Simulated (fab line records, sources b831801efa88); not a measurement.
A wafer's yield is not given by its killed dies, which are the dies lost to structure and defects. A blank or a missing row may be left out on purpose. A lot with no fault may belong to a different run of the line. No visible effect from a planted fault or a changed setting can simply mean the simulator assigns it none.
One fault seen from 2 desks ; flow gf180mcu ; numbers are kept per desk, each desk with only its own; the story behind them comes last

## FROM THE METROLOGY DESK
What the gauges read for every lot (on any tool): the sampled wafers with a number, averaged. A lot is out of limits, marked OUT, if its mean lies more than 4 standard deviations from the usual mean; the brackets give that distance.
Columns: A = CONTACT_W_RS at GF_CONTACT_RS_MEAS_25, usual 0.387 ohm/sq; B = CONTACT_W_THK at GF_CONTACT_THK_MEAS_26, usual 300 nm; C = V1_CVD_02_THK at GF_V1_THK_MEAS_03, usual 853 nm; D = V2_CVD_00_THK at GF_V2_THK_MEAS_01, usual 596 nm; E = M3_ALCU_THK at GF_M3_THK_MEAS_06, usual 448 nm
lot;first seen here;A;B;C;D;E
L639;day 16 13:49;0.386;295;858;592;442
L641;day 17 13:25;0.387;305;872;591;447
L642;day 17 23:44;0.383;307;843;600;456
L644;day 18 12:55;0.388;302;862;600;447
L645;day 18 15:50;0.388;303;853;590;449
L646;day 19 02:26;0.384;301;853;595;442
L649;day 20 09:50;0.390;302;859;603;444
L654;day 22 03:17;0.319 (-17) OUT;370 (+16) OUT;851;595;445
L655;day 22 08:13;0.323 (-16) OUT;365 (+15) OUT;858;606;443
L656;day 23 03:29;0.382;302;848;594;440
L658;day 23 09:53;0.387;299;857;599;448
L661;day 24 09:42;0.387;301;839;596;457
This desk finds L654, L655 out of limits, with the earliest case on L654 at day 22 03:17 (CONTACT_W_RS at GF_CONTACT_RS_MEAS_25). Within limits: L639, L641, L642, L644, L645, L646, L649, L656, L658, L661.

## FOR THE TOOL OWNER'S DESK: cvd-w-01
The tool's own readings at GF_CONTACT_CVD_24 (deposits W, target thk 300 nm, time 90.339 s): means of the sampled wafers that have a number, for each lot that ran on this tool. A lot is out of limits, marked OUT, if its mean lies more than 4 standard deviations from the usual mean; the brackets give that distance.
Columns: A = heater-power-w at GF_CONTACT_CVD_24, usual 789 W; B = susceptor-temp-C at GF_CONTACT_CVD_24, usual 399.99 C
lot;first seen here;A;B
L639;day 16 13:41;760;399.81
L641;day 17 13:17;754;399.85
L645;day 18 15:44;763;399.96
L649;day 20 09:43;766;399.79
L654;day 22 03:11;766;399.97
L655;day 22 08:07;765;399.95
Finding of this desk: none of the 6 lots has anything out of limits.

## BROUGHT TOGETHER
At day 22 03:17 the metrology desk could have sounded an alarm, on L654, L655.
The desk of the tool owner found nothing out of limits.
The tool owner's desk has L654, L655 on record, within its limits.
The lots listed all ran GF_CONTACT_CVD_24 on cvd-w-01.

## WHAT WAS PUT IN BY THE SIMULATOR
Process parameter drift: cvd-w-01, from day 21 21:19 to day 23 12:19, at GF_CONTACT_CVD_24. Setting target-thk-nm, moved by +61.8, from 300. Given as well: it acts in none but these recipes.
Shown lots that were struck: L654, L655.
Time in hours between the start of the fault and the first out-of-limits reading at each desk: metrology desk, 6.
